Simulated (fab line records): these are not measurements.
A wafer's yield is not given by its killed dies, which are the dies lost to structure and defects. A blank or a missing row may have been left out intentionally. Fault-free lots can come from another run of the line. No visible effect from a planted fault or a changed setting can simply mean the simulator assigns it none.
Which tool did it?	flow gf180mcu	12 lots, 36 wafers sampled, at 1 step of a route of 602

WHAT EACH GAUGE READ, for each wafer
GF_V2_CD_MEAS_14 targets a cd of 260 nm.
lot	measured	on	cd-nm (nm)
L075	day 20 13:53	cd-sem-01	257.4 257.6 257.2
L077	day 21 12:23	cd-sem-01	259.2 258.9 258.4
L079	day 22 06:52	cd-sem-01	260.9 261.9 261.9
L081	day 22 20:44	cd-sem-02	259.8 259.4 259.8
L083	day 23 11:59	cd-sem-02	259.8 259.7 261.1
L085	day 24 03:17	cd-sem-01	258.2 257.1 259.2
L087	day 25 01:40	cd-sem-02	260.6 261.3 261.0
L089	day 25 21:27	cd-sem-02	260.5 258.5 259.2
L091	day 26 06:58	cd-sem-02	260.7 260.9 260.8
L093	day 27 03:47	cd-sem-02	261.6 260.5 261.6
L096	day 27 19:08	cd-sem-02	260.1 261.7 259.3
L097	day 27 22:22	cd-sem-02	257.8 258.4 258.7

EACH LOT AND THE TOOL THAT RAN IT (in order: tool; ch and the chambers of the sampled wafers; start)
The record holds no process step before these readings.

THE ANSWER, worked out from the rows above alone
Rule: the lots themselves supply what counts as usual. The widest of any qualifying gaps counts: lots, ordered by their means at a reading, are off when they make up no more than a third of the lots, leave a main group of 4 or more, and stand apart from it by 3 or more times the standard deviation of that group's means. If all means in a main group match to the digits the tables above print for the reading, that group is not used. A lot without any number at a reading at which 4 lots or more have one is off too. Where the step has rows for the other lots, those lots are counted as sound.
Across all readings shown, no lot is off: no conclusion can be drawn from this.

WHAT WAS PUT IN BY THE SIMULATOR
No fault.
